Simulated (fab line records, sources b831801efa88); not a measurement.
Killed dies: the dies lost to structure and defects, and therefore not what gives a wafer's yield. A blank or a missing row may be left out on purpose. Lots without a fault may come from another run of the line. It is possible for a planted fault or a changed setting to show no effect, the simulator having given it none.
Comparing a struck lot with a sound one ; flow sky130 ; 44 out of 708 route steps
Sound: wafers L556.1, L556.4, L556.5. Struck: wafer L571.5 (left out: L571.1, L571.3 of the same lot, which were not struck); the cause appears at the end.
For every step that has rows: the tool of each side, followed by ch and its chambers, followed by its first start. Under that, the readings that differ: sound wafers ; struck wafers ; difference of the means ; sigmas: that difference in standard deviations of wafers without a fault.
alike: a reading whose means differ by less than 2 such deviations, as well as words and numbers matching on both sides. not compared: withheld readings; readings where some wafer has no value; bounds like >300 that might hide an equal value; numbers whose values overlap and for which the record gives no deviation.
A row with sigmas, a row that says differs or no value, or rows on one side alone: a step with any of these is where the two part. Numbers that don't overlap but have no deviation are shown without sigmas and don't part them. A reading that every wafer of one side lacks parts them only if that side has two wafers or more.

first, 1 step without rows for these wafers: SKY_VIA2_ETCH_15 (etches SiO2 in C4F8/O2/Ar, stops on TiN, target depth 546 nm, time 84 s).
SKY_VIA2_STRIP_16: strips in O2/N2.
  sound on plasma-asher-02 ch 0,1, day 39 03:28; struck on plasma-asher-02 ch 0, day 43 06:56
  alike: drypump-motor-current-A, oes-product-au, strip-time-to-endpoint-s
  not compared: rf-hours-counter-h
then, 3 steps without rows for these wafers: SKY_VIA2_STRIP_17 (strips in post etch residue remover, time 1200 s); SKY_VIA2_CLEAN_18 (cleans in IPA, time 180 s); SKY_VIA2_CLEAN_19 (cleans in O3/DIW).
SKY_VIA2_SPUTTER_20: material TiN, target thk 20 nm, time 80 s.
  struck on pvd-sputter-02, day 43 07:32; sound on pvd-sputter-04, day 39 04:06
  alike: chamber-pressure-pa, throttle-valve-pct
SKY_VIA2_CVD_21: deposits W, target thk 420 nm, time 126.4 s.
  sound on cvd-w-01 ch 1, day 39 04:10; struck on cvd-w-02 ch 1, day 43 07:35
  alike: heater-power-outer-w, heater-power-w
SKY_VIA2_RS_MEAS_22: the measuring method here is four-point-probe.
  struck on film-metro-03, day 43 07:43; sound on film-metro-04, day 39 04:17
reading;sound;struck;difference;sigmas
VIA2_W_RS (ohm/sq);0.274 0.273 0.273;0.263;-0.010;-2
SKY_VIA2_THK_MEAS_23: measures by xrf.
  struck on film-metro-03, day 43 07:50; sound on film-metro-04, day 39 04:25
  alike: VIA2_W_THK
then, 3 steps without rows for these wafers: SKY_VIA2_CMP_24 (polishes, stops on SiO2, t overpolish 20 s, target thk 0 nm); SKY_METAL3_SPUTTER_00 (material Ti, target thk 15 nm, time 10 s); SKY_METAL3_SPUTTER_01 (material TiN, target thk 20 nm, time 16.7 s).
SKY_METAL3_SPUTTER_02: material AlCu, target thk 735 nm, time 39.1 s.
  struck on pvd-sputter-01, day 43 08:15; sound on pvd-sputter-04, day 39 04:49
reading;sound;struck;difference;sigmas
chamber-pressure-pa (Pa);0.3992 0.4008 0.4010;0.2968;-0.1035;-99 or more
throttle-valve-pct (%);29.5 30.1 29.8;33.3;+3.5;+4
model.AlCu_of_METAL3_SPUTTER_02.thk-nm (nm);738.7 737.7 732.6;768.9;+32.6;
SKY_METAL3_SPUTTER_03: material Ti, target thk 5 nm, time 3.3 s.
  struck on pvd-sputter-01, day 43 08:17; sound on pvd-sputter-04, day 39 04:52
reading;sound;struck;difference;sigmas
chamber-pressure-pa (Pa);0.4003 0.4003 0.3999;0.3980;-0.0022;-2
  alike: throttle-valve-pct
SKY_METAL3_SPUTTER_04: material TiN, target thk 70 nm, time 58.3 s.
  struck on pvd-sputter-01, day 43 08:19; sound on pvd-sputter-04, day 39 04:53
  alike: chamber-pressure-pa, throttle-valve-pct
then, 1 step without rows for these wafers: SKY_CAPM_CVD_00 (deposits SiO2, target thk 15.5 nm).
SKY_CAPM_THK_MEAS_01:
  struck on film-metro-01, day 43 08:23; sound on film-metro-02, day 39 04:58
  alike: CAPM_CVD_00_THK
then, 1 step without rows for these wafers: SKY_CAPM_SPUTTER_02 (material TiN, target thk 200 nm, time 174 s).
SKY_CAPM_RS_MEAS_03: the measuring method here is four-point-probe.
  struck on film-metro-04, day 43 08:33; sound on film-metro-04, day 39 05:08
  alike: CAPM_TIN_RS
SKY_CAPM_THK_MEAS_04: measures by xrf.
  struck on film-metro-04, day 43 08:40; sound on film-metro-04, day 39 05:15
  alike: CAPM_TIN_THK
then, 7 steps without rows for these wafers: SKY_CAPM_DEHYDRATE_05 (time 60 s); SKY_CAPM_HMDS_06 (prime time 60 s); SKY_CAPM_COAT_07 (resist thk 1140 nm); SKY_CAPM_SOFTBAKE_08 (time 60 s); SKY_CAPM_EXPOSE_09 (exposes mask CAPM, target cd 1000 nm); SKY_CAPM_PEB_10; SKY_CAPM_DEVELOP_11 (develop time 60 s).
SKY_CAPM_OVL_MEAS_12:
  struck on overlay-02, day 44 08:41; sound on overlay-01, day 40 06:55
  alike: CAPM_OVL
then, 13 steps without rows for these wafers: SKY_CAPM_METAL_ETCH_13 (etches TiN in Cl2/BCl3, stops on SiO2, target depth 220 nm, time 62.9 s); SKY_CAPM_STRIP_14 (strips in O2/N2); SKY_CAPM_STRIP_15 (strips in post etch residue remover, time 1200 s); SKY_CAPM_CLEAN_16 (cleans in IPA, time 180 s); SKY_CAPM_CLEAN_17 (cleans in O3/DIW); SKY_METAL3_DEHYDRATE_05 (time 60 s); SKY_METAL3_HMDS_06 (prime time 60 s); SKY_METAL3_COAT_07 (resist thk 60 nm); SKY_METAL3_COAT_08 (resist thk 1140 nm); SKY_METAL3_SOFTBAKE_09 (time 90 s); SKY_METAL3_EXPOSE_10 (exposes mask MM3, target cd 300 nm); SKY_METAL3_PEB_11; SKY_METAL3_DEVELOP_12 (develop time 60 s).
SKY_METAL3_CD_MEAS_13 targets a cd of 300 nm.
  struck on cd-sem-02, day 45 07:29; sound on cd-sem-02, day 41 08:30
  alike: cd-nm
SKY_METAL3_METAL_ETCH_18: etches the open film in Cl2/BCl3, stops on SiO2, target depth 845 nm, time 183.1 s.
  sound on rie-metal-01 ch 0,1, day 41 08:49; struck on rie-metal-01 ch 0, day 45 07:47
reading;sound;struck;difference;sigmas
oes-product-au (a.u.);0.868 0.870 0.857;0.885;+0.020;+3
  alike: drypump-motor-current-A, he-backside-leak-sccm, mfc-cl2-sccm, throttle-valve-pct
  not compared: rf-hours-counter-h
-- the record jumps here: 6 days lie between the struck wafers' starts before and after (it left off in module METAL3 and takes up again in module PAD_OPEN, whose first step shown is number 708 of the route) --
SKY_PAD_OPEN_PROBE_99:
  struck on prober-02, day 51 06:00; sound on prober-02, day 48 05:47
reading;sound;struck;difference;sigmas
model.etest.met3.line-ohm-um;0.1435 0.1398 0.1406;0.1359;-0.0054;
model.etest.met3.rs-ohm-sq;0.04266 0.04259 0.04291;0.04123;-0.00149;
  alike: defect-limited-yield, killed_at_M0_to_M3, killed_at_M4_up, killed-at-contacts, killed-at-front-end, killed-at-other, killed-dies, killed-open, killed-short, sort_bin_3_pad_short, sort_bin_5_function, sort_bin_6_memory, sort-n-pass, sort-yield-pct

WHERE THEY PART
Last at SKY_METAL3_METAL_ETCH_18 as far as this record goes, first at SKY_VIA2_RS_MEAS_22. Later steps at which nothing parts them and some readings are alike: SKY_PAD_OPEN_PROBE_99.

WHY: what the simulator had put in
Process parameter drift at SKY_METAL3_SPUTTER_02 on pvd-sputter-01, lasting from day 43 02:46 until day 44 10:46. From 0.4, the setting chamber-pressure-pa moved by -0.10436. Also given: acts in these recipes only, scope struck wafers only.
